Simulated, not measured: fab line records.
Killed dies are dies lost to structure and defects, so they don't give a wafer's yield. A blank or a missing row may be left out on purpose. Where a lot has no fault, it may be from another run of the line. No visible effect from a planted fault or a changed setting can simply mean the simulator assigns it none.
A struck lot beside a sound one || flow sky130 || 17 steps out of a route of 708
Sound: the wafers L620.1, L620.3, L620.5. Struck: wafers L628.2, L628.5. (L628.6 of the same lot was not struck and is left out.) The cause comes at the end.
At each step with rows: each side's tool, then ch and its chambers, then its first start. Under that, the readings that differ: sound wafers || struck wafers || difference of the means || sigmas: that difference in standard deviations of wafers without a fault.
alike: a reading whose means differ by less than 2 such deviations, as well as words and numbers matching on both sides. not compared: withheld readings; readings where some wafer has no value; bounds like >300 that might hide an equal value; numbers whose values overlap and for which the record gives no deviation.
A row with sigmas, a row that says differs or no value, or rows on one side alone: a step with any of these is where the two part. Numbers that have no deviation but don't overlap get no sigmas and don't part them. A reading missing from all wafers of one side parts the sides only when that side holds two or more wafers.

SKY_VIA1_CMP_02: polishes SiO2.
  sound on cmp-02 ch 0,1,2, day 34 17:03; struck on cmp-01 ch 0,1, day 37 10:09
  alike: motorCurrentA, retainingRingPressureFrac
SKY_VIA1_BOW_MEAS_03:
  sound on filmMetro-02 at day 34 17:15; struck on filmMetro-03 at day 37 10:22
  alike: VIA1_BOW
then, 8 steps without rows for these wafers: SKY_VIA1_DEHYDRATE_04 (time 60 s); SKY_VIA1_HMDS_05 (prime time 60 s); SKY_VIA1_COAT_06 (resist thk 60 nm); SKY_VIA1_COAT_07 (resist thk 450 nm); SKY_VIA1_SOFTBAKE_08 (time 90 s); SKY_VIA1_EXPOSE_09 (exposes mask VIM, target cd 150 nm); SKY_VIA1_PEB_10; SKY_VIA1_DEVELOP_11 (develop time 60 s).
SKY_VIA1_CD_MEAS_12: the cd target is 150 nm.
  sound on cdSem-02 at day 35 19:52; struck on cdSem-02 at day 38 13:08
  alike: cdNm
SKY_VIA1_OVL_MEAS_13:
  sound on overlay-02 at day 35 19:59; struck on overlay-01 at day 38 13:15
  alike: VIA1_OVL
SKY_VIA1_ETCH_14: etches BARC in N2/H2, stops on SiO2, time 45.9 s, target depth 60 nm.
  sound on rieDiel-01 ch 1,3, day 35 20:02; struck on rieDiel-01 ch 1, day 38 13:17
{"reading": "oesProductAu (a.u.)", "sound": "0.852 0.857 0.856", "struck": "0.731 0.731", "difference": -0.124, "sigmas": -26}
{"reading": "model.KrF-thick_of_VIA1_COAT_07.thkNm (nm)", "sound": "389.4 389.9 389", "struck": "410.7 411.2", "difference": "+21.5", "sigmas": ""}
{"reading": "model.etch.depthNm (nm)", "sound": "59.65 59.91 59.84", "struck": "44.68 44.32", "difference": -15.30, "sigmas": ""}
{"reading": "model.VIA1.cdNm (nm)", "sound": "148.6 151.3 150.6", "struck": "143.3 144.9", "difference": -6.1, "sigmas": ""}
  alike: drypumpMotorCurrentA, throttleValvePct
  not compared: rfHoursCounterH
SKY_VIA1_ETCH_15: etches SiO2 in C4F8/O2/Ar, stops on TiN, target depth 351 nm, time 54 s.
  sound on rieDiel-01 ch 1,3, day 35 20:04; struck on rieDiel-01 ch 1, day 38 13:19
{"reading": "oesProductAu (a.u.)", "sound": "0.985 0.978 0.983", "struck": "0.386 0.372", "difference": -0.603, "sigmas": "-99 or more"}
{"reading": "model.KrF-thick_of_VIA1_COAT_07.thkNm (nm)", "sound": "319.3 318.3 318.7", "struck": "338.9 339.1", "difference": "+20.2", "sigmas": ""}
  not compared: rfHoursCounterH
SKY_VIA1_STRIP_16: strips in O2/N2.
  sound on plasmaAsher-02 ch 1, day 35 20:07; struck on plasmaAsher-04 ch 0, day 38 13:22
{"reading": "stripTimeToEndpointS (s)", "sound": "4.422 4.419 4.408", "struck": "4.616 4.642", "difference": "+0.213", "sigmas": "+11"}
  alike: drypumpMotorCurrentA, oesProductAu
  not compared: rfHoursCounterH
then, 1 step without rows for these wafers: SKY_VIA1_STRIP_17 (strips in post etch residue remover, time 1200 s).
-- the record jumps here: 11 days lie between the struck wafers' starts before and after (it left off in module VIA1 and takes up again in module PAD_OPEN, whose first step shown is number 708 of the route) --
SKY_PAD_OPEN_PROBE_99:
  record: rows for the struck wafers here (prober-01, day 49 08:31), none for the sound ones

WHERE THEY PART
At SKY_VIA1_ETCH_14 first; at SKY_PAD_OPEN_PROBE_99 last (within this record only).

WHY: what the simulator had put in
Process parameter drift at SKY_VIA1_ETCH_14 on rieDiel-01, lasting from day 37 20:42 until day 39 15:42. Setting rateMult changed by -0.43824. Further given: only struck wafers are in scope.
